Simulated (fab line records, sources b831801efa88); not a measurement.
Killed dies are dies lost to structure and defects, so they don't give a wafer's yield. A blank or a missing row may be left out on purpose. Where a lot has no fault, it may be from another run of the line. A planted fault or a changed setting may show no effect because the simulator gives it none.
Tool commonality check    flow gf180mcu    33 wafers sampled across 11 lots

== WHAT PROMPTED THE OPENING ==
GF_VT_IMPLANT_RS_MEAS_49, reading MVPSD_RS: flagged on 2 of 11 lots. Fault-free wafers read 1167.9 ohm/sq, with a standard deviation of 2.7.
Rule: flag the lot when none of its wafers has a number, or when each of its wafers that has one lies beyond 4 standard deviations from that mean. All remaining lots are regarded as sound.

lot   measured      on            MVPSD_RS (ohm/sq), wafer by wafer  flag
L950  day 8 08:49   filmMetro-02  1168.6 1164.6 1166.8               
L951  day 8 18:19   filmMetro-01  1171.5 1169.6 1170.8               
L952  day 8 22:48   filmMetro-01  1175.5 1167.9 1172.0               
L953  day 9 05:41   filmMetro-04  1172.8 1170.3 1172.5               
L956  day 10 03:04  filmMetro-01  1197.7 1193.8 1196.9               FLAGGED
L959  day 11 00:10  filmMetro-04  1167.2 1166.1 1169.9               
L961  day 11 10:34  filmMetro-02  1195.6 1195.1 1194.2               FLAGGED
L964  day 12 10:41  filmMetro-01  1166.3 1166.7 1162.5               
L965  day 12 14:02  filmMetro-02  1168.5 1165.7 1167.2               
L966  day 12 21:16  filmMetro-01  1166.5 1167.2 1164.9               
L970  day 14 00:04  filmMetro-04  1168.6 1168.8 1163.9               
The mean of the flagged lots' numbers is 1195.5 ohm/sq, +27.6 ohm/sq from the usual (+10 standard deviations).

== LOT BY LOT: THE TOOL USED ==
3 process steps preceding the reading are held in the record, out of 602 steps in the route. Each cell gives the tool, then ch followed by the chambers the sampled wafers passed through, then the start.
lot   flag     GF_STI_STRIP_15                     GF_MVPSD_IMPLANT_08              GF_VT_IMPLANT_STRIP_09
L950           plasmaAsher-02 ch 0,1, day 2 16:29  implanter-02 ch 0, day 5 18:54   plasmaAsher-03 ch 0,1, day 6 10:05
L951           plasmaAsher-02 ch 0,1, day 3 00:32  implanter-01 ch 0, day 6 03:00   plasmaAsher-01 ch 0,1, day 6 18:20
L952           plasmaAsher-01 ch 0,1, day 3 02:49  implanter-01 ch 0, day 6 05:33   plasmaAsher-01 ch 0,1, day 6 21:18
L953           plasmaAsher-01 ch 1, day 3 09:20    implanter-01 ch 0, day 6 12:10   plasmaAsher-04 ch 0,1, day 7 03:33
L956  FLAGGED  plasmaAsher-01 ch 0,1, day 3 23:38  implanter-01 ch 0, day 7 06:47   plasmaAsher-04 ch 0,1, day 7 23:18
L959           plasmaAsher-01 ch 0,1, day 4 15:03  implanter-02 ch 0, day 8 00:42   plasmaAsher-01 ch 0,1, day 8 17:17
L961  FLAGGED  plasmaAsher-02 ch 0,1, day 5 01:50  implanter-01 ch 0, day 8 12:01   plasmaAsher-01 ch 0,1, day 9 05:02
L964           plasmaAsher-02 ch 1, day 5 16:47    implanter-02 ch 0, day 9 07:43   plasmaAsher-03 ch 0,1, day 10 01:47
L965           plasmaAsher-02 ch 0,1, day 5 21:32  implanter-03 ch 0, day 9 11:04   plasmaAsher-04 ch 0,1, day 10 05:17
L966           plasmaAsher-01 ch 0,1, day 6 04:02  implanter-03 ch 0, day 9 18:18   plasmaAsher-01 ch 0,1, day 10 11:44
L970           plasmaAsher-01 ch 0,1, day 7 00:29  implanter-01 ch 0, day 10 17:48  plasmaAsher-04 ch 0,1, day 11 12:41
These steps, and what they do:
- GF_STI_STRIP_15: strips in O2/N2.
- GF_MVPSD_IMPLANT_08
- GF_VT_IMPLANT_STRIP_09: strips in O2/N2.
- GF_VT_IMPLANT_RS_MEAS_49: measures by four-point-probe.

== FLAGGED OVER TOTAL, TOOL BY TOOL (the gauges that took the reading come last) ==
step                      tool            lots run  flagged  share of the flagged lots  sound lots run after its first flagged lot
GF_STI_STRIP_15           plasmaAsher-01  6         1        some                       3 (L959,L966,L970)
GF_STI_STRIP_15           plasmaAsher-02  5         1        some                       2 (L964,L965)
GF_MVPSD_IMPLANT_08       implanter-01    6         2        all                        1 (L970)
GF_MVPSD_IMPLANT_08       implanter-02    3         0        none                       -
GF_MVPSD_IMPLANT_08       implanter-03    2         0        none                       -
GF_VT_IMPLANT_STRIP_09    plasmaAsher-01  5         1        some                       1 (L966)
GF_VT_IMPLANT_STRIP_09    plasmaAsher-03  2         0        none                       -
GF_VT_IMPLANT_STRIP_09    plasmaAsher-04  4         1        some                       2 (L965,L970)
GF_VT_IMPLANT_RS_MEAS_49  filmMetro-01    5         1        some                       2 (L964,L966)
GF_VT_IMPLANT_RS_MEAS_49  filmMetro-02    3         1        some                       1 (L965)
GF_VT_IMPLANT_RS_MEAS_49  filmMetro-04    3         0        none                       -

== THE TABLE: WHAT IT ALLOWS ==
1 row of the table ran every flagged lot: implanter-01 at GF_MVPSD_IMPLANT_08.
- implanter-01 at GF_MVPSD_IMPLANT_08: 2 of its 6 lots flagged. Lots that were sound ran on it after the first flagged one (L970); a persistent fault on the entire tool would not allow that. Its own readings lie more than 4 standard deviations out on every wafer of the flagged lots: doseIonsCm2.
No row of the table ran every flagged lot and no sound lot after the first.

== WHAT THE SIMULATOR HAD INSERTED ==
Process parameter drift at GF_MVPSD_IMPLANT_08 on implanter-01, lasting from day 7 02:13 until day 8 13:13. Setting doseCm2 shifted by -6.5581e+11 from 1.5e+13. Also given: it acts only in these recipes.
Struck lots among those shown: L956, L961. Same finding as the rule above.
